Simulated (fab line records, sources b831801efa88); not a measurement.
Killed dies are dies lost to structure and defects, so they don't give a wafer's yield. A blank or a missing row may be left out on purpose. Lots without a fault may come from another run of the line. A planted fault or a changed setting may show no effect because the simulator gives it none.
A struck lot beside a sound one | flow sky130 | 18 steps out of a route of 708
Sound: wafers L752.3, L752.4, L752.5. Struck: wafer L765.6. (L765.3, L765.5 of the same lot were not struck and are left out.) The cause comes at the end.
At each step with rows: each side's tool, then ch and its chambers, then its first start. Under that, the readings that differ: sound wafers | struck wafers | difference of the means | sigmas: that difference in standard deviations of wafers without a fault.
alike: readings whose means differ by less than 2 such deviations, and words and numbers that are the same on both sides. not compared: withheld readings, readings that some wafer has no value for, bounds like >300 that may hide the same value, and numbers for which the record gives no deviation and whose values overlap.
The two part at a step that has a row with sigmas, a row that says differs or no value, or rows on one side only. Numbers that don't overlap but have no deviation are shown without sigmas and don't part them. A reading that every wafer of one side lacks parts them only if that side has two wafers or more.

first, 2 steps without rows for these wafers: SKY_VT_ADJUST_LVTN_PEB_05; SKY_VT_ADJUST_LVTN_DEVELOP_06 (develop time 60 s).
SKY_VT_ADJUST_LVTN_OVL_MEAS_07:
  sound on overlay-01, day 9 06:31; struck on overlay-02, day 12 23:34
  reading                 | sound       | struck | difference | sigmas
  VT_ADJUST_LVTN_OVL (nm) | 2.1 0.9 2.5 | -1.2   | -3.0       | -3
then, 1 step without rows for these wafers: SKY_VT_ADJUST_LVTN_IMPLANT_08.
SKY_VT_ADJUST_LVTN_STRIP_09: strips in O2/N2.
  sound on plasma_asher-01 ch 0,1, day 9 06:44; struck on plasma_asher-01 ch 0, day 12 23:47
  alike: drypump_motor_current_A, oes_product_au, strip_time_to_endpoint_s
  not compared: rf_hours_counter_h
SKY_VT_ADJUST_LVTN_TW_MEAS_10:
  sound on film_metro-04, day 9 06:49; struck on film_metro-01, day 12 23:52
  reading           | sound             | struck | difference | sigmas
  VT_ADJUST_LVTN_TW | 244.9 243.8 244.9 | 238.3  | -6.2       | -3
then, 6 steps without rows for these wafers: SKY_VT_ADJUST_LVTN_DEHYDRATE_11 (time 60 s); SKY_VT_ADJUST_LVTN_HMDS_12 (prime time 60 s); SKY_VT_ADJUST_LVTN_COAT_13 (resist thk 1140 nm); SKY_VT_ADJUST_LVTN_SOFTBAKE_14 (time 60 s); SKY_VT_ADJUST_LVTN_EXPOSE_15 (exposes mask HVN STD DERIVED, target cd 600 nm); SKY_VT_ADJUST_LVTN_PEB_16.
SKY_VT_ADJUST_LVTN_DEVELOP_17: develop time 60 s.
  sound on litho_track-01 ch 0, day 10 05:37; struck on litho_track-04 ch 0, day 14 01:11
  alike: developer_temp_C
SKY_VT_ADJUST_LVTN_OVL_MEAS_18:
  sound on overlay-02, day 10 05:43; struck on overlay-02, day 14 01:18
  not compared: VT_ADJUST_LVTN_01_OVL
then, 1 step without rows for these wafers: SKY_VT_ADJUST_LVTN_IMPLANT_19.
SKY_VT_ADJUST_LVTN_STRIP_20: strips in O2/N2.
  sound on plasma_asher-03 ch 0,1, day 10 05:56; struck on plasma_asher-01 ch 1, day 14 01:30
  alike: drypump_motor_current_A, oes_product_au, strip_time_to_endpoint_s
  not compared: rf_hours_counter_h
SKY_VT_ADJUST_LVTN_TW_MEAS_21:
  sound on film_metro-01, day 10 06:01; struck on film_metro-02, day 14 01:35
  reading             | sound             | struck | difference | sigmas
  VT_ADJUST_LVTN_2_TW | 186.1 186.9 186.6 | 30.2   | -156.3     | -74
then, 1 step without rows for these wafers: SKY_VT_ADJUST_NCORE_DEHYDRATE_00 (time 60 s).

WHERE THEY PART
First at SKY_VT_ADJUST_LVTN_OVL_MEAS_07; last, within this record, at SKY_VT_ADJUST_LVTN_TW_MEAS_21.

WHY: what the simulator had put in
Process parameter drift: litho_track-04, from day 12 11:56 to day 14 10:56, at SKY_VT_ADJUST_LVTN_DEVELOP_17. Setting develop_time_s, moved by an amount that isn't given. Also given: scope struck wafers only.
